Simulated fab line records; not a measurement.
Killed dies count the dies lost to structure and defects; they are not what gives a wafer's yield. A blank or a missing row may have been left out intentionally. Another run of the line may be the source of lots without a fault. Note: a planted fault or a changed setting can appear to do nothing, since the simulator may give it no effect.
One fault through the eyes of 2 desks	flow sky130	what lay behind the numbers comes last; until then each desk has only its own

## METROLOGY DESK
What the gauges read, lot by lot, whatever tool the lot ran on: means of the sampled wafers that have a number. The brackets show how far a lot's mean lies from the usual mean; more than 4 standard deviations puts the lot out of limits, marked OUT.
Columns: A = NWELL_01_OVL at SKY_NWELL_OVL_MEAS_23, usual -0.1 nm; B = NWELL_RS at SKY_NWELL_RS_MEAS_29, usual 625.0 ohm/sq; C = cdNm at SKY_VT_ADJUST_NCORE_CD_MEAS_07, usual 380.6 nm
lot	first seen here	A	B	C
L527	day 5 14:39	0.3	625.9	383.3
L528	day 5 16:28	1.6	623.2	378.8
L529	day 6 01:06	-0.6	625.1	380.8
L530	day 6 07:30	1.1	624.8	382.1
L531	day 6 13:34	-0.6	626.1	381.5
L533	day 7 01:19	0.9	626.3	382.4
L535	day 7 16:18	0.4	626.6	379.8
L537	day 7 23:11	-0.4	626.5	378.8
L539	day 8 16:21	-1.6	624.5	381.2
L545	day 10 00:35	0.6	617.7 (-4.5) OUT	380.6
L547	day 10 14:24	-0.8	624.1	377.5
L548	day 10 18:28	1.0	616.7 (-5.2) OUT	382.0
This desk's result: L545, L548 out of limits, first on L545 (NWELL_RS at SKY_NWELL_RS_MEAS_29), day 10 01:07. In limits: L527, L528, L529, L530, L531, L533, L535, L537, L539, L547.

## AT THE TOOL OWNER'S DESK: implanter-04
The tool's own readings at SKY_NWELL_IMPLANT_13, given as means over the sampled wafers that have a number, one for each lot that went through this tool. The brackets show how far a lot's mean lies from the usual mean; more than 4 standard deviations puts the lot out of limits, marked OUT.
Columns: A = beamOnS at SKY_NWELL_IMPLANT_13, usual 10.01 s; B = doseIonsCm2 at SKY_NWELL_IMPLANT_13, usual 6.997e+11; C = faradayCurrentUA at SKY_NWELL_IMPLANT_13, usual 3.94
lot	first seen here	A	B	C
L529	day 5 07:13	9.78	6.994e+11	4.04
L539	day 7 19:56	9.83	6.984e+11	4.02
L545	day 9 02:45	9.99	9.868e+11 (+99 or more) OUT	5.58 (+21) OUT
L548	day 9 19:51	9.91	9.863e+11 (+99 or more) OUT	5.62 (+22) OUT
This desk finds L545, L548 out of limits, L545 being first, at day 9 02:45 (doseIonsCm2 at SKY_NWELL_IMPLANT_13). In limits: L529, L539.

## ALL TOGETHER
The tool owner's desk had the chance to raise an alarm at day 9 02:45 on L545, L548.
The metrology desk could have raised an alarm at day 10 01:07, on L545, L548.
All the named lots went through SKY_NWELL_IMPLANT_13 on implanter-04.

## WHAT THE SIMULATOR HAD PUT IN
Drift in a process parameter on implanter-04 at SKY_NWELL_IMPLANT_13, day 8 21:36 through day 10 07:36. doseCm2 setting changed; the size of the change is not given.
Struck lots among those shown: L545, L548.
Hours from the fault's start to each desk's first reading out of limits: the tool owner's desk, 5; the metrology desk, 28.
